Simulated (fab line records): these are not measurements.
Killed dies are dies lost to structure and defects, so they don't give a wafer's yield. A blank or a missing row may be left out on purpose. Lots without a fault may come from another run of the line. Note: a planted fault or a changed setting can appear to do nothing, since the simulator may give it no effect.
fab line records	flow sky130
record: lots: 24	wafers: 72	last_day: 51
route steps=708 shown FIELD_ISO@24 LOCAL_INTERCONNECT@388 CONTACT@406 METAL2@485 VIA2@521 PASSIVATION@683
lots that met no fault: from a run of the same line without faults
start_h: hours from the record's opening day to when the first of the lot's shown wafers began	wait_h: time in hours since the lot's previous step	" as in the row above	L1.1+2: one row covering several wafers at once	- no value present, or no start provided	* or withheld: withheld	< > ~ a bound
route shown NAME@n: a module of which the file shows steps, and the number in the route of the first	usual: mean/standard deviation taken from wafers without a fault	same: alike in all rows	chamber/n: place in a boat	sites: readings site by site	_std_site: their standard deviation	_edge_site: mean of outer sites minus mean of inner sites	radius_mm: for every site, how far away it sits from the centre of the wafer	mask NAME#n: copy n	behind: the tool/chamber that last shaped the wafer	hold: the reason the lot was held/the length of the hold in hours/how it ended	device: the transistor (n, p or np) that didn't switch	end of line: tests run on the same wafers once the route is complete	for a step that has no rows: nothing shown but its recipe	killed: dies lost to structure and defects at the first sort, not the wafer's yield	map: a wafer's dies, marking killed ones x, the rest . and places with no die _
set.NAME: the setting as run; set.NAME@STEP: as run at that earlier step	model.NAME: the simulator's own value behind a step, which no gauge read
one table for each step of the route and one row for each wafer, over a sample of lots
services: from which hour (start_h, from the record's first day; less than 0 if before it) a tool's chamber was out of use, for how many hours, and why
== steps ==
step: SKY_FIELD_ISO_THK_MEAS_23
recipe: reads: SiO2_of_FIELD_ISO_OXIDATION_22
usual: FIELD_ISO_OXIDATION_01_THK: 10.04/0.22
lot.wafer	tool	chamber	start_h	wait_h	FIELD_ISO_OXIDATION_01_THK[nm]
L074.3	film_metro-01	-	34.41	0.0	10.04
L074.4	"	-	"	"	9.75
L074.5	"	-	"	"	9.84
L076.2	film_metro-03	-	43.63	0.0	10.22
L076.3	"	-	"	"	10.27
L076.5	"	-	"	"	10.23
L075.2	film_metro-04	-	43.98	0.0	10.14
L075.3	"	-	"	"	10.10
L075.5	"	-	"	"	10.13
L077.2	film_metro-04	-	49.88	0.0	9.99
L077.5	"	-	"	"	10.03
L077.6	"	-	"	"	9.98
L078.2	film_metro-01	-	53.56	0.0	10.29
L078.3	"	-	"	"	10.29
L078.4	"	-	"	"	10.36
L079.1	film_metro-03	-	58.90	0.0	9.79
L079.2	"	-	"	"	9.78
L079.4	"	-	"	"	10.12
L080.1	film_metro-04	-	60.22	0.0	10.04
L080.2	"	-	"	"	10.03
L080.6	"	-	"	"	9.92
L081.3	film_metro-01	-	67.97	0.0	9.92
L081.5	"	-	"	"	10.02
L081.6	"	-	"	"	9.94
L082.4	film_metro-01	-	74.23	0.0	9.84
L082.5	"	-	"	"	10.13
L082.6	"	-	"	"	9.71
L083.2	film_metro-03	-	79.67	0.0	10.16
L083.5	"	-	"	"	10.43
L083.6	"	-	"	"	10.20
L084.2	film_metro-01	-	82.54	0.0	9.77
L084.3	"	-	"	"	9.88
L084.6	"	-	"	"	9.78
L085.2	film_metro-03	-	86.63	0.0	10.27
L085.3	"	-	"	"	10.42
L085.5	"	-	"	"	10.22
L086.1	film_metro-01	-	93.04	0.0	10.28
L086.2	"	-	"	"	10.00
L086.5	"	-	"	"	10.13
L087.3	film_metro-01	-	98.23	0.0	10.10
L087.4	"	-	"	"	10.12
L087.6	"	-	"	"	10.19
L088.2	film_metro-04	-	102.83	0.0	10.78
L088.3	"	-	"	"	10.55
L088.5	"	-	"	"	10.54
L089.1	film_metro-04	-	110.48	0.0	9.77
L089.2	"	-	"	"	9.56
L089.3	"	-	"	"	9.55
L090.3	film_metro-04	-	113.73	0.0	9.79
L090.4	"	-	"	"	10.25
L090.6	"	-	"	"	10.08
L091.3	film_metro-01	-	119.89	0.0	10.05
L091.4	"	-	"	"	10.03
L091.5	"	-	"	"	9.91
L092.2	film_metro-04	-	124.27	0.0	9.94
L092.4	"	-	"	"	9.76
L092.6	"	-	"	"	9.94
L093.3	film_metro-04	-	129.50	0.0	10.34
L093.5	"	-	"	"	10.12
L093.6	"	-	"	"	10.16
L094.3	film_metro-01	-	135.60	0.0	10.09
L094.4	"	-	"	"	10.18
L094.5	"	-	"	"	10.14
L095.2	film_metro-03	-	142.80	0.0	9.91
L095.3	"	-	"	"	9.92
L095.4	"	-	"	"	9.78
L096.1	film_metro-03	-	148.31	0.0	9.98
L096.3	"	-	"	"	10.01
L096.6	"	-	"	"	9.97
L097.1	film_metro-03	-	149.40	0.0	9.87
L097.2	"	-	"	"	9.90
L097.6	"	-	"	"	9.94
step: SKY_LOCAL_INTERCONNECT_RS_MEAS_01
recipe: thk_meas_gauge: four-point-probe	reads: TiN_of_LOCAL_INTERCONNECT_SPUTTER_00
usual: LOCAL_INTERCONNECT_TIN_RS: 14.17/0.16
lot.wafer	tool	chamber	start_h	wait_h	LOCAL_INTERCONNECT_TIN_RS[ohm/sq]
L074.3	film_metro-01	-	681.11	0.1	14.10
L074.4	"	-	"	"	14.23
L074.5	"	-	"	"	14.12
L076.2	film_metro-02	-	709.09	0.1	14.18
L076.3	"	-	"	"	14.38
L076.5	"	-	"	"	14.09
L075.2	film_metro-02	-	709.74	0.1	14.10
L075.3	"	-	"	"	14.16
L075.5	"	-	"	"	14.08
L078.2	film_metro-01	-	716.34	0.1	13.85
L078.3	"	-	"	"	13.76
L078.4	"	-	"	"	13.83
L077.2	film_metro-04	-	716.61	0.1	14.19
L077.5	"	-	"	"	14.23
L077.6	"	-	"	"	14.17
L079.1	film_metro-01	-	723.39	0.0	14.30
L079.2	"	-	"	"	14.21
L079.4	"	-	"	"	14.16
L080.1	film_metro-02	-	723.87	0.0	14.00
L080.2	"	-	"	"	14.36
L080.6	"	-	"	"	14.08
L081.3	film_metro-04	-	742.26	0.1	14.25
L081.5	"	-	"	"	14.33
L081.6	"	-	"	"	14.34
L083.2	film_metro-02	-	754.74	0.1	14.01
L083.5	"	-	"	"	14.09
L083.6	"	-	"	"	14.03
L082.4	film_metro-04	-	756.24	0.1	14.19
L082.5	"	-	"	"	13.93
L082.6	"	-	"	"	14.13
L084.2	film_metro-02	-	761.04	0.1	13.97
L084.3	"	-	"	"	14.38
L084.6	"	-	"	"	14.23
L085.2	film_metro-02	-	779.54	0.1	14.17
L085.3	"	-	"	"	14.36
L085.5	"	-	"	"	14.11
L086.1	film_metro-01	-	781.79	0.0	14.11
L086.2	"	-	"	"	14.21
L086.5	"	-	"	"	14.17
L087.3	film_metro-02	-	785.32	0.1	14.19
L087.4	"	-	"	"	13.98
L087.6	"	-	"	"	14.10
L088.2	film_metro-04	-	799.54	0.1	14.55
L088.3	"	-	"	"	14.58
L088.5	"	-	"	"	14.33
L089.1	film_metro-02	-	810.92	0.0	14.29
L089.2	"	-	"	"	13.95
L089.3	"	-	"	"	14.36
L090.3	film_metro-02	-	812.51	0.1	14.23
L090.4	"	-	"	"	14.19
L090.6	"	-	"	"	14.19
L091.3	film_metro-01	-	814.78	0.1	14.45
L091.4	"	-	"	"	14.34
L091.5	"	-	"	"	14.18
L092.2	film_metro-02	-	825.24	0.1	14.27
L092.4	"	-	"	"	14.19
L092.6	"	-	"	"	14.28
L094.3	film_metro-02	-	835.61	0.1	14.42
L094.4	"	-	"	"	14.35
L094.5	"	-	"	"	14.31
L093.3	film_metro-01	-	835.91	0.1	13.99
L093.5	"	-	"	"	13.96
L093.6	"	-	"	"	13.85
L096.1	film_metro-02	-	881.79	0.0	14.28
L096.3	"	-	"	"	14.12
L096.6	"	-	"	"	14.12
L097.1	film_metro-01	-	882.92	0.0	14.19
L097.2	"	-	"	"	14.12
L097.6	"	-	"	"	14.06
L095.2	film_metro-04	-	885.74	0.1	14.17
L095.3	"	-	"	"	14.15
L095.4	"	-	"	"	14.05
step: SKY_CONTACT_CVD_00
recipe: material: Si3N4	target_thk_nm: 75	temp_c: 400	time_s: withheld	rf_w: 450
usual: heater_power_w: 697/89
lot.wafer	tool	chamber	start_h	wait_h	heater_power_w
L074.3	pecvd-03	0	710.45	0.0	561
L074.4	"	1	"	"	640
L074.5	"	2	"	"	555
L076.2	pecvd-04	1	737.65	0.0	690
L076.3	"	0	"	"	804
L076.5	"	0	"	"	793
L075.2	pecvd-02	2	738.38	0.0	627
L075.3	"	1	"	"	862
L075.5	"	2	"	"	629
L078.2	pecvd-04	0	744.25	0.0	872
L078.3	"	2	"	"	635
L078.4	"	2	"	"	655
L077.2	pecvd-02	1	744.69	0.0	819
L077.5	"	2	"	"	698
L077.6	"	1	"	"	821
L079.1	pecvd-04	2	752.28	0.0	743
L079.2	"	0	"	"	833
L079.4	"	2	"	"	734
L080.1	pecvd-02	2	752.49	0.0	712
L080.2	"	0	"	"	607
L080.6	"	1	"	"	869
L081.3	pecvd-03	0	770.28	0.0	671
L081.5	"	0	"	"	684
L081.6	"	1	"	"	724
L083.2	pecvd-03	2	783.00	0.0	636
L083.5	"	1	"	"	616
L083.6	"	2	"	"	630
L082.4	pecvd-02	0	784.47	0.0	626
L082.5	"	2	"	"	670
L082.6	"	1	"	"	780
L084.2	pecvd-03	2	788.88	0.0	588
L084.3	"	0	"	"	637
L084.6	"	2	"	"	585
L085.2	pecvd-02	2	807.38	0.0	611
L085.3	"	0	"	"	608
L085.5	"	0	"	"	634
L086.1	pecvd-04	1	809.16	0.0	701
L086.2	"	2	"	"	719
L086.5	"	0	"	"	874
L087.3	pecvd-02	0	813.18	0.0	700
L087.4	"	1	"	"	723
L087.6	"	2	"	"	641
L088.2	pecvd-02	0	827.24	0.0	673
L088.3	"	0	"	"	688
L088.5	"	1	"	"	871
L089.1	pecvd-03	1	837.37	0.0	725
L089.2	"	0	"	"	619
L089.3	"	2	"	"	591
L090.3	pecvd-02	0	840.03	0.0	641
L090.4	"	0	"	"	651
L090.6	"	1	"	"	827
L091.3	pecvd-04	1	841.78	0.0	736
L091.4	"	0	"	"	907
L091.5	"	1	"	"	743
L092.2	pecvd-03	0	852.24	0.0	647
L092.4	"	1	"	"	719
L092.6	"	2	"	"	636
L094.3	pecvd-02	1	862.05	0.0	756
L094.4	"	2	"	"	638
L094.5	"	0	"	"	595
L093.3	pecvd-04	1	862.81	0.0	721
L093.5	"	0	"	"	878
L093.6	"	1	"	"	729
L096.1	pecvd-04	0	908.43	0.0	754
L096.3	"	1	"	"	672
L096.6	"	0	"	"	780
L097.1	pecvd-03	2	909.38	0.0	645
L097.2	"	0	"	"	636
L097.6	"	2	"	"	660
L095.2	pecvd-03	1	912.28	0.0	683
L095.3	"	0	"	"	653
L095.4	"	2	"	"	544
step: SKY_METAL2_SPUTTER_02
recipe: material: AlCu	target_thk_nm: 250	power_w: 10600	time_s: 13.3	chamber_pressure_pa: 0.4
usual: throttle_valve_pct: 29.4/0.87
lot.wafer	tool	chamber	start_h	wait_h	throttle_valve_pct
L074.3	pvd_sputter-03	-	796.76	0.0	29.7
L074.4	"	-	"	"	29.3
L074.5	"	-	"	"	29.6
L076.2	pvd_sputter-02	-	822.60	0.0	29.2
L076.3	"	-	"	"	27.2
L076.5	"	-	"	"	29.2
L075.2	pvd_sputter-03	-	823.16	0.0	29.4
L075.3	"	-	"	"	29.9
L075.5	"	-	"	"	29.2
L078.2	pvd_sputter-02	-	829.01	0.0	27.0
L078.3	"	-	"	"	29.2
L078.4	"	-	"	"	27.0
L077.2	pvd_sputter-04	-	829.66	0.0	28.9
L077.5	"	-	"	"	30.2
L077.6	"	-	"	"	29.5
L079.1	pvd_sputter-03	-	836.30	0.0	30.4
L079.2	"	-	"	"	29.3
L079.4	"	-	"	"	29.4
L080.1	pvd_sputter-04	-	836.93	0.0	30.4
L080.2	"	-	"	"	30.0
L080.6	"	-	"	"	30.3
L081.3	pvd_sputter-02	-	853.92	0.0	30.3
L081.5	"	-	"	"	29.3
L081.6	"	-	"	"	27.3
L083.2	pvd_sputter-04	-	866.55	0.0	29.1
L083.5	"	-	"	"	30.5
L083.6	"	-	"	"	29.9
L082.4	pvd_sputter-04	-	868.10	0.0	29.3
L082.5	"	-	"	"	29.8
L082.6	"	-	"	"	28.9
L084.2	pvd_sputter-02	-	872.66	0.0	29.2
L084.3	"	-	"	"	29.3
L084.6	"	-	"	"	29.5
L085.2	pvd_sputter-04	-	891.01	0.0	29.0
L085.3	"	-	"	"	29.9
L085.5	"	-	"	"	29.5
L086.1	pvd_sputter-02	-	894.04	0.0	27.3
L086.2	"	-	"	"	29.5
L086.5	"	-	"	"	29.5
L087.3	pvd_sputter-02	-	896.94	0.0	29.2
L087.4	"	-	"	"	29.3
L087.6	"	-	"	"	29.2
L088.2	pvd_sputter-02	-	909.48	0.0	29.5
L088.3	"	-	"	"	29.8
L088.5	"	-	"	"	29.7
L089.1	pvd_sputter-04	-	920.03	0.0	28.8
L089.2	"	-	"	"	30.0
L089.3	"	-	"	"	30.7
L090.3	pvd_sputter-03	-	922.28	0.0	29.9
L090.4	"	-	"	"	29.4
L090.6	"	-	"	"	29.8
L091.3	pvd_sputter-02	-	924.16	0.0	30.2
L091.4	"	-	"	"	26.7
L091.5	"	-	"	"	30.0
L092.2	pvd_sputter-04	-	934.84	0.0	30.3
L092.4	"	-	"	"	29.7
L092.6	"	-	"	"	30.0
L094.3	pvd_sputter-02	-	943.06	0.0	30.1
L094.4	"	-	"	"	29.8
L094.5	"	-	"	"	30.2
L093.3	pvd_sputter-02	-	945.53	0.0	29.4
L093.5	"	-	"	"	29.2
L093.6	"	-	"	"	29.9
L096.1	pvd_sputter-02	-	987.11	0.0	29.6
L096.3	"	-	"	"	27.1
L096.6	"	-	"	"	30.1
L097.1	pvd_sputter-03	-	988.01	0.0	29.7
L097.2	"	-	"	"	29.2
L097.6	"	-	"	"	29.3
L095.2	pvd_sputter-03	-	991.11	0.0	29.3
L095.3	"	-	"	"	29.8
L095.4	"	-	"	"	29.2
step: SKY_VIA2_ETCH_14
recipe: chemistry: N2/H2	target: BARC	ion_energy_ev: 200	source_w: 500	bias_w: 100	pressure_mtorr: 30	n2_flow_sccm: 100	h2_flow_sccm: 200	stop_on: SiO2	time_s: 45.9	target_depth_a: 600
usual: drypump_motor_current_A: 5.8/0.41	oes_product_au: 0.854/0.0046	throttle_valve_pct: 13.225/0.0091
lot.wafer	tool	chamber	start_h	wait_h	drypump_motor_current_A	oes_product_au	rf_hours_counter_h	throttle_valve_pct
L074.3	rie_diel-03	0	851.12	0.0	5.5	0.856	14	13.235
L074.4	"	3	"	"	6.4	0.857	3	13.232
L074.5	"	2	"	"	6.5	0.856	-	13.218
L076.2	rie_diel-03	0	876.54	0.0	5.5	0.854	15	13.218
L076.3	"	1	"	"	5.9	0.860	18	13.230
L076.5	"	2	"	"	6.4	0.853	-	13.217
L075.2	rie_diel-02	0	877.94	0.0	5.9	0.845	0	13.228
L075.3	"	3	"	"	5.4	0.851	20	13.210
L075.5	"	2	"	"	5.9	0.848	-	13.233
L078.2	rie_diel-01	0	883.04	0.0	5.8	0.860	6	13.220
L078.3	"	1	"	"	6.1	0.850	14	13.233
L078.4	"	3	"	"	5.0	0.843	8	13.216
L077.2	rie_diel-03	1	883.89	0.0	5.9	0.852	18	13.245
L077.5	"	2	"	"	6.4	0.852	-	13.225
L077.6	"	3	"	"	6.4	0.856	-	13.214
L079.1	rie_diel-01	3	890.42	0.0	4.9	0.845	8	13.215
L079.2	"	1	"	"	6.1	0.858	14	13.243
L079.4	"	0	"	"	5.8	0.857	6	13.215
L080.1	rie_diel-02	1	891.14	0.0	5.7	0.849	0	13.237
L080.2	"	2	"	"	5.8	0.854	7	13.214
L080.6	"	2	"	"	5.8	0.863	-	13.224
L081.3	rie_diel-01	0	907.20	0.0	5.8	0.858	7	13.224
L081.5	"	2	"	"	5.5	0.853	-	13.231
L081.6	"	3	"	"	5.0	0.852	-	13.210
L083.2	rie_diel-02	3	919.87	0.0	5.4	0.855	22	13.226
L083.5	"	3	"	"	5.4	0.856	-	13.224
L083.6	"	2	"	"	5.8	0.858	-	13.226
L082.4	rie_diel-01	3	920.54	0.0	4.9	0.847	-	13.230
L082.5	"	1	"	"	6.1	0.850	-	13.213
L082.6	"	0	"	"	5.8	0.860	-	13.241
L084.2	rie_diel-03	3	925.15	0.0	6.5	0.858	5	13.218
L084.3	"	0	"	"	5.5	0.860	16	13.218
L084.6	"	2	"	"	6.4	0.856	-	13.229
L085.2	rie_diel-01	2	942.92	0.0	5.4	0.866	20	13.222
L085.3	"	0	"	"	5.8	0.861	8	13.225
L085.5	"	0	"	"	5.8	0.857	-	13.224
L086.1	rie_diel-02	1	945.54	0.0	5.7	0.848	2	13.224
L086.2	"	2	"	"	5.8	0.857	9	13.216
L086.5	"	0	"	"	5.9	0.852	-	13.210
L087.3	rie_diel-02	1	948.29	0.0	5.7	0.849	2	13.211
L087.4	"	2	"	"	5.8	0.861	9	13.228
L087.6	"	1	"	"	5.7	0.854	-	13.218
L088.2	rie_diel-03	2	961.25	0.0	6.4	0.853	25	13.238
L088.3	"	1	"	"	5.8	0.852	21	13.208
L088.5	"	3	"	"	6.5	0.851	-	13.238
L089.1	rie_diel-01	3	971.50	0.0	4.9	0.848	11	13.211
L089.2	"	2	"	"	5.4	0.851	20	13.222
L089.3	"	1	"	"	6.1	0.856	16	13.215
L090.3	rie_diel-01	1	973.39	0.0	6.1	0.847	17	13.210
L090.4	"	2	"	"	5.4	0.853	20	13.207
L090.6	"	0	"	"	5.9	0.847	-	13.234
L091.3	rie_diel-03	3	974.64	0.0	6.4	0.851	7	13.246
L091.4	"	1	"	"	5.9	0.856	21	13.234
L091.5	"	1	"	"	5.9	0.854	-	13.220
L092.2	rie_diel-01	1	984.57	0.0	6.1	0.858	17	13.239
L092.4	"	2	"	"	5.4	0.850	20	13.225
L092.6	"	0	"	"	5.8	0.858	-	13.234
L094.3	rie_diel-03	0	992.54	0.0	5.5	0.853	18	13.207
L094.4	"	1	"	"	5.8	0.852	-	13.218
L094.5	"	2	"	"	6.4	0.855	-	13.219
L093.3	rie_diel-02	2	994.42	0.0	5.8	0.854	10	13.222
L093.5	"	0	"	"	5.9	0.847	-	13.217
L093.6	"	3	"	"	5.4	0.851	-	13.227
L096.1	rie_diel-01	0	1034.32	0.0	5.8	0.859	10	13.233
L096.3	"	2	"	"	5.4	0.858	22	13.222
L096.6	"	1	"	"	6.2	0.852	-	13.230
L097.1	rie_diel-02	1	1036.09	0.0	5.7	0.855	4	13.242
L097.2	"	0	"	"	5.9	0.860	5	13.222
L097.6	"	0	"	"	5.9	0.850	-	13.226
L095.2	rie_diel-02	2	1038.82	0.0	5.8	0.858	11	13.227
L095.3	"	3	"	"	5.4	0.845	25	13.230
L095.4	"	1	"	"	5.7	0.859	4	13.229
step: SKY_PASSIVATION_CVD_02
recipe: material: Si3N4	target_thk_nm: 540	temp_c: 400	time_s: withheld	rf_w: 450
usual: heater_power_w: 734/98
lot.wafer	tool	chamber	start_h	wait_h	heater_power_w
L074.3	pecvd-03	1	1030.73	0.0	720
L074.4	"	1	"	"	741
L074.5	"	0	"	"	611
L076.2	pecvd-04	1	1053.66	0.0	780
L076.3	"	0	"	"	718
L076.5	"	1	"	"	618
L075.2	pecvd-04	0	1056.79	0.0	750
L075.3	"	1	"	"	705
L075.5	"	2	"	"	729
L078.2	pecvd-04	2	1060.30	0.0	718
L078.3	"	1	"	"	746
L078.4	"	1	"	"	779
L077.2	pecvd-01	0	1061.34	0.0	998
L077.5	"	0	"	"	797
L077.6	"	1	"	"	795
L079.1	pecvd-04	0	1065.99	0.1	828
L079.2	"	2	"	"	764
L079.4	"	2	"	"	630
L080.1	pecvd-03	2	1066.70	0.1	589
L080.2	"	1	"	"	623
L080.6	"	1	"	"	673
L081.3	pecvd-01	1	1077.51	0.0	780
L081.5	"	2	"	"	850
L081.6	"	1	"	"	639
L083.2	pecvd-03	2	1091.04	0.0	623
L083.5	"	2	"	"	619
L083.6	"	0	"	"	660
L082.4	pecvd-04	1	1091.28	0.1	791
L082.5	"	2	"	"	686
L082.6	"	0	"	"	869
L084.2	pecvd-04	1	1094.66	0.0	757
L084.3	"	0	"	"	865
L084.6	"	2	"	"	696
L085.2	pecvd-03	2	1110.82	0.0	591
L085.3	"	1	"	"	644
L085.5	"	2	"	"	631
L086.1	pecvd-04	0	1113.69	0.1	867
L086.2	"	1	"	"	650
L086.5	"	0	"	"	736
L087.3	pecvd-03	1	1114.24	0.0	735
L087.4	"	0	"	"	693
L087.6	"	1	"	"	583
L088.2	pecvd-01	2	1124.23	0.0	728
L088.3	"	0	"	"	916
L088.5	"	2	"	"	788
L089.1	pecvd-01	2	1133.99	0.1	782
L089.2	"	1	"	"	778
L089.3	"	0	"	"	987
L090.3	pecvd-04	0	1136.48	0.0	807
L090.4	"	1	"	"	757
L090.6	"	2	"	"	735
L091.3	pecvd-01	2	1136.86	0.0	726
L091.4	"	1	"	"	776
L091.5	"	0	"	"	967
L092.2	pecvd-03	1	1144.22	0.0	732
L092.4	"	2	"	"	634
L092.6	"	0	"	"	652
L094.3	pecvd-04	1	1152.60	0.0	768
L094.4	"	1	"	"	633
L094.5	"	2	"	"	750
L093.3	pecvd-04	1	1153.54	0.0	673
L093.5	"	0	"	"	825
L093.6	"	1	"	"	720
L096.1	pecvd-03	1	1180.97	0.1	689
L096.3	"	2	"	"	617
L096.6	"	2	"	"	639
L097.1	pecvd-04	0	1181.73	0.1	856
L097.2	"	2	"	"	714
L097.6	"	2	"	"	767
L095.2	pecvd-04	0	1184.58	0.0	828
L095.3	"	2	"	"	668
L095.4	"	0	"	"	838
== services ==
tool	chamber	start_h	hours	kind
rie_diel-01	0	716.09	1.3	repair
pecvd-03	-	735.17	4.3	pm
pvd_sputter-02	-	740.95	5.5	repair
rie_diel-01	0	756.11	9.3	repair
rie_diel-01	3	756.96	1.9	repair
rie_diel-01	-	786.51	1.4	repair
rie_diel-01	3	814.84	3.9	repair
pvd_sputter-02	-	820.47	1.4	repair
pecvd-04	2	822.49	8.0	repair
rie_diel-01	3	834.20	5.4	repair
pecvd-04	-	835.72	0.9	repair
pecvd-04	2	851.35	6.6	repair
pecvd-03	-	877.59	2.8	pm
pecvd-04	-	892.98	14.6	pm
pecvd-04	-	916.24	1.0	repair
pvd_sputter-02	-	919.42	3.8	repair
pecvd-03	-	987.46	14.6	pm
pecvd-03	0	1060.17	9.2	repair
pecvd-04	-	1092.91	0.3	repair
pecvd-03	-	1115.72	0.8	repair
pecvd-04	1	1122.21	12.9	repair
pecvd-03	0	1133.85	2.6	repair
pvd_sputter-02	-	1168.04	0.7	repair
pecvd-04	1	1169.14	15.8	repair
== key ==
fault none
